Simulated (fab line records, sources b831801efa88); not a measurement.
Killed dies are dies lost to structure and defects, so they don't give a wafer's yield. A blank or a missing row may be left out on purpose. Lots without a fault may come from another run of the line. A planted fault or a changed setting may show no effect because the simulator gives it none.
A struck lot beside a sound one | flow sky130 | 15 steps out of a route of 708
Sound: wafers L247.1, L247.3, L247.6. Struck: wafers L255.1, L255.4. (L255.6 of the same lot was not struck and is left out.) The cause comes at the end.
At each step with rows: each side's tool, then ch and its chambers, then its first start. Under that, the readings that differ: sound wafers | struck wafers | difference of the means | sigmas: that difference in standard deviations of wafers without a fault.
alike: readings whose means differ by less than 2 such deviations, and words and numbers that are the same on both sides. not compared: withheld readings, readings that some wafer has no value for, bounds like >300 that may hide the same value, and numbers for which the record gives no deviation and whose values overlap.
The two part at a step that has a row with sigmas, a row that says differs or no value, or rows on one side only. Numbers that don't overlap but have no deviation are shown without sigmas and don't part them. A reading that every wafer of one side lacks parts them only if that side has two wafers or more.

SKY_METAL1_STRIP_20: strips in O2/N2.
  sound on plasma_asher-02 ch 1, day 36 12:22; struck on plasma_asher-03 ch 0,1, day 38 20:59
  alike: drypump_motor_current_A, oes_product_au, strip_time_to_endpoint_s
  not compared: rf_hours_counter_h
then, 4 steps without rows for these wafers: SKY_METAL1_STRIP_21 (strips in post etch residue remover, time 1200 s); SKY_METAL1_CLEAN_22 (cleans in IPA, time 180 s); SKY_METAL1_CLEAN_23 (cleans in O3/DIW); SKY_VIA1_HDPCVD_00 (deposits SiO2, target thk 1030 nm, time 171.7 s).
SKY_VIA1_THK_MEAS_01:
  sound on film_metro-03, day 36 13:11; struck on film_metro-02, day 38 21:41
  alike: VIA1_HDPCVD_THK
SKY_VIA1_CMP_02: polishes SiO2.
  sound on cmp-02 ch 0,1,2, day 36 13:20; struck on cmp-02 ch 0,2, day 38 21:47
  alike: head_pressure_psi, motor_current_A
SKY_VIA1_BOW_MEAS_03:
  sound on film_metro-03, day 36 13:32; struck on film_metro-03, day 38 22:02
  reading       | sound    | struck | difference | sigmas
  VIA1_BOW (um) | 81 70 73 | 93 88  | +16        | +2
then, 4 steps without rows for these wafers: SKY_VIA1_DEHYDRATE_04 (time 60 s); SKY_VIA1_HMDS_05 (prime time 60 s); SKY_VIA1_COAT_06 (resist thk 60 nm); SKY_VIA1_COAT_07 (resist thk 450 nm).
SKY_VIA1_SOFTBAKE_08: time 90 s.
  sound on litho_track-03 ch 0, day 37 02:00; struck on litho_track-03 ch 0, day 39 10:00
  reading                  | sound                | struck        | difference | sigmas
  heater_power_total_W (W) | 57.16 57.25 57.40    | 60.18 60.11   | +2.88      | +26
  run_length_s (s)         | 119.13 119.33 119.14 | 106.52 106.49 | -12.70     | -99 or more
  alike: exhaust_pa
then, 1 step without rows for these wafers: SKY_VIA1_EXPOSE_09 (exposes mask VIM, target cd 150 nm).
-- the record jumps here: 11 days lie between the struck wafers' starts before and after (it left off in module VIA1 and takes up again in module PAD_OPEN, whose first step shown is number 708 of the route) --
SKY_PAD_OPEN_PROBE_99:
  sound on prober-01, day 48 14:57; struck on prober-02, day 50 05:45
  alike: defect_limited_yield, killed_at_M0_to_M3, killed_at_M4_up, killed_at_contacts, killed_at_front_end, killed_at_other, killed_dies, killed_open, killed_short, sort_bin_3_pad_short, sort_bin_5_function, sort_bin_6_memory, sort_n_pass, sort_yield_pct

WHERE THEY PART
First at SKY_VIA1_BOW_MEAS_03; last, within this record, at SKY_VIA1_SOFTBAKE_08. Later steps at which nothing parts them and some readings are alike: SKY_PAD_OPEN_PROBE_99.

WHY: what the simulator had put in
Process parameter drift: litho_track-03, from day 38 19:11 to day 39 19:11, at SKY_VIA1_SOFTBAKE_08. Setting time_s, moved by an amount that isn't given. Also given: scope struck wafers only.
